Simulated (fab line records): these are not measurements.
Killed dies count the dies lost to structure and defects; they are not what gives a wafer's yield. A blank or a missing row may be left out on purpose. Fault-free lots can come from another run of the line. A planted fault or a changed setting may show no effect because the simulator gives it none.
A struck lot beside a sound one	flow sfq line	42 steps out of a route of 325
Sound: these wafers, L118.1, L118.2, L118.6. Wafers struck: L126.2, L126.5, L126.6. The cause comes at the end.
For every step that has rows: the tool of each side, followed by ch and its chambers, followed by its first start. Under that, the readings that differ: sound wafers	struck wafers	difference of the means	sigmas: that difference in standard deviations of wafers without a fault.
alike: words and numbers the same on both sides, and readings whose means are apart by under 2 such deviations; not compared: readings that were withheld, readings missing a value for some wafer, numbers with overlapping values and no deviation given by the record, and bounds like >300 which may hide the same value.
A row with sigmas, a row that says differs or no value, or rows on one side alone: a step with any of these is where the two part. Non-overlapping numbers with no deviation appear without sigmas and do not part them. Lack of a reading on every wafer of one side parts them only where that side has two or more wafers.

first, 6 steps without rows for these wafers: SFQ_TRILAYER_M6_LITHO_COAT_164 (resist thk 62 nm); SFQ_TRILAYER_M6_LITHO_COAT_159 (resist thk 600 nm); SFQ_TRILAYER_M6_LITHO_SOFTBAKE_163; SFQ_TRILAYER_M6_LITHO_EXPOSE_160 (exposes mask M6, target cd 500 nm); SFQ_TRILAYER_M6_LITHO_PEB_162 (peb time 60 s); SFQ_TRILAYER_M6_LITHO_DEVELOP_161 (time 60 s).
SFQ_M6_OVL_MEAS_940:
  sound: overlay-02 at day 57 22:18; struck: overlay-02 at day 59 04:37
  alike: M6_OVL
SFQ_TRILAYER_M6_BARC_OPEN_METAL_ETCH_206: etches BARC in O2, target depth 125 nm, time 41.7 s.
  sound on rie metal-04 ch 0,1, day 57 22:20; struck on rie metal-04 ch 0,1, day 59 04:39
  alike: drypump motor current A, oes product au
  not compared: rf hours counter h
SFQ_TRILAYER_M6_ETCH_METAL_ETCH_162: etches Nb in Cl2/Ar, stops on SiO2, target depth 240 nm, time 120 s.
  sound on rie metal-04 ch 0,1, day 57 22:24; struck on rie metal-04 ch 0,1, day 59 04:43
  alike: drypump motor current A, oes product au
  not compared: rf hours counter h
SFQ_TRILAYER_M6_STRIP_STRIP_163: strips in O2.
  sound on rie metal-04 ch 0,1, day 57 22:31; struck on rie metal-04 ch 0,1, day 59 04:50
reading	sound	struck	difference	sigmas
oes product au (a.u.)	0.988 0.997 0.994	1.014 1.010 1.018	+0.021	+2
  alike: drypump motor current A, platen temp c
  not compared: rf hours counter h
then, 2 steps without rows for these wafers: SFQ_TRILAYER_M6_STRIP_SOLV_CLEAN_164 (cleans in NMP, time 600 s); SFQ_TRILAYER_I6_DEP_PECVD_165 (deposits SiO2 from SiH4/N2O, time 111.11 s, target thk 500 nm).
SFQ_TRILAYER_I6_CMP_CMP_166: polishes SiO2.
  sound on cmp-01 ch 0,2, day 58 05:52; struck on cmp-02 ch 1,2, day 60 11:23
reading	sound	struck	difference	sigmas
time to endpoint s (s)	217 206 216	279 290 280	+70	+9
model.SiO2_of_TRILAYER_I6_DEP_PECVD_165.thk nm (nm)	202.4 201.4 201.4	304.3 308.4 304	+103.8	
  alike: motor current A
SFQ_I6_BOW_MEAS_941:
  sound: film metro-03 at day 58 08:52; struck: film metro-04 at day 60 13:55
  alike: I6_BOW
SFQ_TRILAYER_I6_METRO_MEASURE_167:
  sound: film metro-03 at day 58 08:59; struck: film metro-04 at day 60 14:13
reading	sound	struck	difference	sigmas
thk nm (nm)	202.3 201.3 201.5	304.3 308.4 304.0	+103.9	+94
then, 6 steps without rows for these wafers: SFQ_TRILAYER_I6_VIA_LITHO_COAT_174 (resist thk 62 nm); SFQ_TRILAYER_I6_VIA_LITHO_COAT_169 (resist thk 650 nm); SFQ_TRILAYER_I6_VIA_LITHO_SOFTBAKE_173; SFQ_TRILAYER_I6_VIA_LITHO_EXPOSE_170 (exposes mask I6, target cd 700 nm); SFQ_TRILAYER_I6_VIA_LITHO_PEB_172 (peb time 60 s); SFQ_TRILAYER_I6_VIA_LITHO_DEVELOP_171 (time 60 s).
-- the record jumps here: 4 days lie between the struck wafers' starts before and after --
SFQ_I6_OVL_MEAS_942:
  sound: overlay-01 at day 58 18:53; struck: overlay-02 at day 64 10:49
  alike: I6_OVL
then, 1 step without rows for these wafers: SFQ_TRILAYER_I6_VIA_BARC_OPEN_VIA_ETCH_235 (etches BARC in O2, target depth 125 nm, time 41.7 s).
SFQ_TRILAYER_I6_VIA_ETCH_VIA_ETCH_172: etches SiO2 in CHF3, stops on Nb, target depth 260 nm.
  sound on rie diel-04 ch 1,2,3, day 58 18:58; struck on rie diel-04 ch 1,2,3, day 64 10:53
reading	sound	struck	difference	sigmas
oes product au (a.u.)	0.858 0.864 0.850	0.988 1.000 1.001	+0.139	+28
model.I6.feature depth nm (nm)	202.4 201.4 201.4	253.8 258.5 259.7	+55.6	
model.etch.depth nm (nm)	202.4 201.4 201.4	253.8 258.5 259.7	+55.6	
  alike: drypump motor current A
then, 2 steps without rows for these wafers: SFQ_TRILAYER_I6_VIA_STRIP_STRIP_173 (strips in O2); SFQ_TRILAYER_I6_VIA_STRIP_SOLV_CLEAN_174 (cleans in NMP, time 600 s).
SFQ_TRILAYER_M7_DEP_PRE_CLEAN_176: time 22.5 s.
  sound: pvd sputter-03 at day 58 19:52; struck: pvd sputter-03 at day 64 11:47
reading	sound	struck	difference	sigmas
model.SiO2_of_TRILAYER_I6_DEP_PECVD_165.thk nm (nm)	194.9 193.9 193.9	296.8 300.9 296.5	+103.8	
SFQ_TRILAYER_M7_DEP_SPUTTER_175: material Nb, target thk 200 nm, time 133.3 s.
  sound: pvd sputter-03 at day 58 19:53; struck: pvd sputter-03 at day 64 11:48
  alike: throttle valve pct
SFQ_M7_RS_MEAS_943: a four-point-probe measurement.
  sound: film metro-02 at day 58 19:59; struck: film metro-01 at day 64 11:55
reading	sound	struck	difference	sigmas
M7_NB_RS (ohm/sq)	0.901 0.894 0.900	0.871 0.871 0.871	-0.027	-2
then, 6 steps without rows for these wafers: SFQ_TRILAYER_M7_LITHO_COAT_182 (resist thk 62 nm); SFQ_TRILAYER_M7_LITHO_COAT_177 (resist thk 600 nm); SFQ_TRILAYER_M7_LITHO_SOFTBAKE_181; SFQ_TRILAYER_M7_LITHO_EXPOSE_178 (exposes mask M7, target cd 500 nm); SFQ_TRILAYER_M7_LITHO_PEB_180 (peb time 60 s); SFQ_TRILAYER_M7_LITHO_DEVELOP_179 (time 60 s).
-- the record jumps here: 4 days lie between the struck wafers' starts before and after --
SFQ_M7_OVL_MEAS_945:
  sound: overlay-02 at day 62 20:30; struck: overlay-01 at day 68 13:24
  alike: M7_OVL
then, 2 steps without rows for these wafers: SFQ_TRILAYER_M7_BARC_OPEN_METAL_ETCH_229 (etches BARC in O2, target depth 125 nm, time 41.7 s); SFQ_TRILAYER_M7_ETCH_METAL_ETCH_180 (etches Nb in Cl2/Ar, stops on SiO2, target depth 240 nm, time 120 s).
SFQ_TRILAYER_M7_STRIP_STRIP_181: strips in O2.
  sound on rie metal-04 ch 0,1, day 62 20:43; struck on rie metal-02 ch 0,1, day 68 13:37
  alike: drypump motor current A, oes product au, platen temp c
  not compared: rf hours counter h
then, 2 steps without rows for these wafers: SFQ_TRILAYER_M7_STRIP_SOLV_CLEAN_182 (cleans in NMP, time 600 s); SFQ_TRILAYER_I7_DEP_PECVD_183 (deposits SiO2 from SiH4/N2O, time 111.11 s, target thk 500 nm).
-- the record jumps here: 7 days lie between the struck wafers' starts before and after --
SFQ_M8_BOW_MEAS_951:
  sound: film metro-01 at day 68 20:48; struck: film metro-01 at day 75 04:15
reading	sound	struck	difference	sigmas
model.etest.i6.link ohm	1.881 1.873 1.884	1e+06 1e+06 1e+06	+1e+06	
  alike: M8_BOW

## WHERE THEY PART
At SFQ_TRILAYER_M6_STRIP_STRIP_163 first; at SFQ_M7_RS_MEAS_943 last (within this record only). Later steps at which nothing parts them and some readings are alike: SFQ_M7_OVL_MEAS_945, SFQ_TRILAYER_M7_STRIP_STRIP_181, SFQ_M8_BOW_MEAS_951.

WHY: the cause the simulator had injected
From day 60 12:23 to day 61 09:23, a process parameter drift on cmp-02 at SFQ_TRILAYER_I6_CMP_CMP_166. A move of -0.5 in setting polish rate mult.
